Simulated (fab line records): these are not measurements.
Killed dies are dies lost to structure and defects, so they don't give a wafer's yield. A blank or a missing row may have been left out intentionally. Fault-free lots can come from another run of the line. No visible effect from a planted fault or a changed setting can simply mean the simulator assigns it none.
The tool behind it: which one? | flow sky130 | 6 lots, 18 wafers sampled, at 5 steps of a route of 708

WHAT THE GAUGES READ, wafer by wafer
SKY_NWELL_RS_MEAS_31: a four-point-probe measurement.
lot  | measured     | on           | PWDE_RS (ohm/sq)
L383 | day 5 17:33  | filmMetro-03 | 5286 5270 5283
L392 | day 7 20:40  | filmMetro-04 | 5279 5258 5263
L394 | day 8 09:07  | filmMetro-04 | 5279 5260 5302
L399 | day 9 11:41  | filmMetro-04 | 5259 5262 5255
L402 | day 10 04:33 | filmMetro-03 | 5295 5302 5274
L405 | day 11 01:59 | filmMetro-02 | 5291 5277 5269

EACH LOT AND THE TOOL THAT RAN IT (in order: tool; ch and the chambers of the sampled wafers; start)
lot  | SKY_FIELD_ISO_STRIP_16             | SKY_PWDE_COAT_02                | SKY_PWDE_STRIP_09                  | SKY_NWELL_RTA_28
L383 | plasmaAsher-04 ch 0,1, day 2 12:39 | lithoTrack-04 ch 0, day 3 21:04 | plasmaAsher-03 ch 0,1, day 4 05:15 | rtpAnneal-01 ch 0, day 5 17:13
L392 | plasmaAsher-03 ch 0,1, day 4 11:29 | lithoTrack-03 ch 0, day 5 19:20 | plasmaAsher-03 ch 0,1, day 6 04:56 | rtpAnneal-01 ch 0, day 7 20:20
L394 | plasmaAsher-02 ch 1, day 4 21:51   | lithoTrack-04 ch 0, day 6 06:50 | plasmaAsher-01 ch 0,1, day 6 16:11 | rtpAnneal-02 ch 0, day 8 08:41
L399 | plasmaAsher-04 ch 0,1, day 5 20:12 | lithoTrack-04 ch 0, day 7 08:08 | plasmaAsher-03 ch 0, day 7 18:30   | rtpAnneal-02 ch 0, day 9 11:21
L402 | plasmaAsher-03 ch 0,1, day 6 13:29 | lithoTrack-01 ch 0, day 7 23:55 | plasmaAsher-03 ch 0,1, day 8 10:30 | rtpAnneal-02 ch 0, day 10 04:13
L405 | plasmaAsher-04 ch 0,1, day 7 04:24 | lithoTrack-04 ch 0, day 8 19:08 | plasmaAsher-01 ch 0,1, day 9 05:06 | rtpAnneal-02 ch 0, day 11 01:39
- SKY_FIELD_ISO_STRIP_16: strips in O2/N2.
- SKY_PWDE_COAT_02: resist thk 3000 nm.
- SKY_PWDE_STRIP_09: strips in O2/N2.
- SKY_NWELL_RTA_28: time 30 s.

THE ANSWER, worked out from the rows above alone
Rule: what is usual is taken from the lots themselves. The widest of any qualifying gaps counts: lots, ordered by their means at a reading, are off when they make up no more than a third of the lots, leave a main group of 4 or more, and stand apart from it by 3 or more times the standard deviation of that group's means. Not used: any main group whose means are identical at the precision the tables above print for the reading. Also off: a lot with no number at a reading for which 4 or more lots have one. Any other lot the step has rows for is counted as sound.
No lot is off on any of the readings shown, so nothing can be concluded from this.

WHAT THE SIMULATOR HAD PUT IN
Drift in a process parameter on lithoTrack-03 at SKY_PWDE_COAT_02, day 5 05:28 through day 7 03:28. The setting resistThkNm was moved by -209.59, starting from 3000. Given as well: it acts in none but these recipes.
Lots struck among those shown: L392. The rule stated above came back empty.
